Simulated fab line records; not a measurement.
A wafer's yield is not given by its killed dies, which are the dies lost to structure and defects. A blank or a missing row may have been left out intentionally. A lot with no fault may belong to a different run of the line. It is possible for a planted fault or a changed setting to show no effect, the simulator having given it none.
Check for tools in common | flow sky130 | 11 lots and 33 wafers in the sample

## WHY IT WAS OPENED
Of 11 lots, 2 have the reading SONOS_ONO_OXIDATION_THK flagged at SKY_SONOS_ONO_THK_MEAS_01. Fault-free wafers read 2.60 nm, with a standard deviation of 0.049.
Rule: a lot is flagged in two cases, either no wafer of it has a number, or all its wafers with numbers fall more than 4 standard deviations from that mean. All remaining lots are regarded as sound.

lot  | measured     | on           | SONOS_ONO_OXIDATION_THK (nm), wafer by wafer | flag
L833 | day 11 12:59 | filmMetro-04 | 2.59 2.62 2.60                               | 
L835 | day 12 05:26 | filmMetro-03 | 2.60 2.68 2.66                               | 
L836 | day 12 13:28 | filmMetro-04 | 3.78 3.84 3.73                               | FLAGGED
L837 | day 12 19:00 | filmMetro-02 | 2.64 2.68 2.65                               | 
L838 | day 13 02:47 | filmMetro-04 | 3.78 3.80 3.80                               | FLAGGED
L847 | day 16 01:44 | filmMetro-04 | 2.61 2.63 2.51                               | 
L848 | day 16 08:40 | filmMetro-04 | 2.62 2.63 2.57                               | 
L851 | day 17 04:28 | filmMetro-02 | 2.55 2.59 2.61                               | 
L852 | day 17 14:35 | filmMetro-02 | 2.60 2.65 2.58                               | 
L855 | day 19 01:10 | filmMetro-03 | 2.61 2.64 2.56                               | 
L856 | day 19 04:00 | filmMetro-04 | 2.66 2.61 2.67                               | 
The mean of the flagged lots' numbers is 3.79 nm, +1.19 nm from the usual (+24 standard deviations).

## WHICH TOOL RAN EACH LOT
The record holds 3 process steps before the reading, out of a route of 708 steps. Each cell gives the tool, then ch followed by the chambers the sampled wafers passed through, then the start.
lot  | flag    | SKY_FIELD_ISO_ETCH_17          | SKY_VT_ADJUST_HVTP_STRIP_10         | SKY_SONOS_ONO_OXIDATION_00
L833 |         | rieSi-02 ch 0,3, day 2 04:36   | plasmaAsher-04 ch 0,1, day 6 03:57  | furnace-02 ch 0, day 11 11:38
L835 |         | rieSi-01 ch 0,1,3, day 2 16:06 | plasmaAsher-04 ch 0,1, day 6 19:56  | furnace-01 ch 0, day 12 04:05
L836 | FLAGGED | rieSi-01 ch 0,1,2, day 2 20:03 | plasmaAsher-03 ch 0,1, day 7 00:15  | furnace-01 ch 0, day 12 12:06
L837 |         | rieSi-01 ch 0,1,2, day 3 02:49 | plasmaAsher-02 ch 0,1, day 7 04:44  | furnace-02 ch 0, day 12 17:38
L838 | FLAGGED | rieSi-01 ch 0,2, day 3 08:37   | plasmaAsher-04 ch 0,1, day 7 11:45  | furnace-01 ch 0, day 13 01:26
L847 |         | rieSi-01 ch 2,3, day 5 08:28   | plasmaAsher-03 ch 0,1, day 9 18:27  | furnace-02 ch 0, day 16 00:23
L848 |         | rieSi-02 ch 1,3, day 5 10:46   | plasmaAsher-04 ch 0, day 10 02:38   | furnace-01 ch 0, day 16 07:20
L851 |         | rieSi-02 ch 0,2,3, day 6 02:43 | plasmaAsher-04 ch 0,1, day 10 15:53 | furnace-01 ch 0, day 17 03:05
L852 |         | rieSi-01 ch 2,3, day 6 07:39   | plasmaAsher-02 ch 0,1, day 10 23:38 | furnace-01 ch 0, day 17 13:14
L855 |         | rieSi-01 ch 0,2,3, day 7 00:37 | plasmaAsher-03 ch 0,1, day 12 00:36 | furnace-01 ch 0, day 18 23:48
L856 |         | rieSi-02 ch 1,2,3, day 7 05:25 | plasmaAsher-03 ch 0,1, day 12 04:02 | furnace-01 ch 0, day 19 02:39
What the steps here do:
- SKY_FIELD_ISO_ETCH_17: etches Si in HBr/Cl2/O2, target depth 342 nm, time 97.7 s.
- SKY_VT_ADJUST_HVTP_STRIP_10: strips in O2/N2.
- SKY_SONOS_ONO_OXIDATION_00: stabilise 600 s, purge 300 s, target thk 2.6 nm.
- SKY_SONOS_ONO_THK_MEAS_01

## FLAGGED OVER TOTAL, TOOL BY TOOL (the gauges that took the reading come last)
step                        | tool           | lots run | flagged | share of the flagged lots | sound lots run after its first flagged lot
SKY_FIELD_ISO_ETCH_17       | rieSi-01       | 7        | 2       | all                       | 4 (L837,L847,L852,L855)
SKY_FIELD_ISO_ETCH_17       | rieSi-02       | 4        | 0       | none                      | -
SKY_VT_ADJUST_HVTP_STRIP_10 | plasmaAsher-02 | 2        | 0       | none                      | -
SKY_VT_ADJUST_HVTP_STRIP_10 | plasmaAsher-03 | 4        | 1       | some                      | 3 (L847,L855,L856)
SKY_VT_ADJUST_HVTP_STRIP_10 | plasmaAsher-04 | 5        | 1       | some                      | 2 (L848,L851)
SKY_SONOS_ONO_OXIDATION_00  | furnace-01     | 8        | 2       | all                       | 5 (L848,L851,L852,L855,L856)
SKY_SONOS_ONO_OXIDATION_00  | furnace-02     | 3        | 0       | none                      | -
SKY_SONOS_ONO_THK_MEAS_01   | filmMetro-02   | 3        | 0       | none                      | -
SKY_SONOS_ONO_THK_MEAS_01   | filmMetro-03   | 2        | 0       | none                      | -
SKY_SONOS_ONO_THK_MEAS_01   | filmMetro-04   | 6        | 2       | all                       | 3 (L847,L848,L856)

## WHAT IS ALLOWED BY THE TABLE
3 rows of the table ran every flagged lot: rieSi-01 at SKY_FIELD_ISO_ETCH_17, furnace-01 at SKY_SONOS_ONO_OXIDATION_00, filmMetro-04 at SKY_SONOS_ONO_THK_MEAS_01.
- rieSi-01 at SKY_FIELD_ISO_ETCH_17 ran 7 lots, 2 of them flagged. After the first flagged lot (L837, L847, L852, L855), sound lots still ran on it; a lasting fault on the whole tool would not permit that.
- furnace-01 at SKY_SONOS_ONO_OXIDATION_00 ran 8 lots, 2 of them flagged. After the first flagged lot (L848, L851, L852, L855, L856), sound lots still ran on it; a lasting fault on the whole tool would not permit that. Its own readings (spikeTcBottomC, spikeTcCentreC, spikeTcLowerC, spikeTcTopC, spikeTcUpperC, tubeCenterTempC, tube_center_temp_C_max, zonePowerTopPct) fall more than 4 standard deviations out on all wafers of the flagged lots.
- filmMetro-04 at SKY_SONOS_ONO_THK_MEAS_01 ran 6 lots, 2 of them flagged. After the first flagged lot (L847, L848, L856), sound lots still ran on it; a lasting fault on the whole tool would not permit that.
None of the table's rows ran every flagged lot and, after the first, no sound lot.

## WHAT HAD BEEN PUT IN BY THE SIMULATOR
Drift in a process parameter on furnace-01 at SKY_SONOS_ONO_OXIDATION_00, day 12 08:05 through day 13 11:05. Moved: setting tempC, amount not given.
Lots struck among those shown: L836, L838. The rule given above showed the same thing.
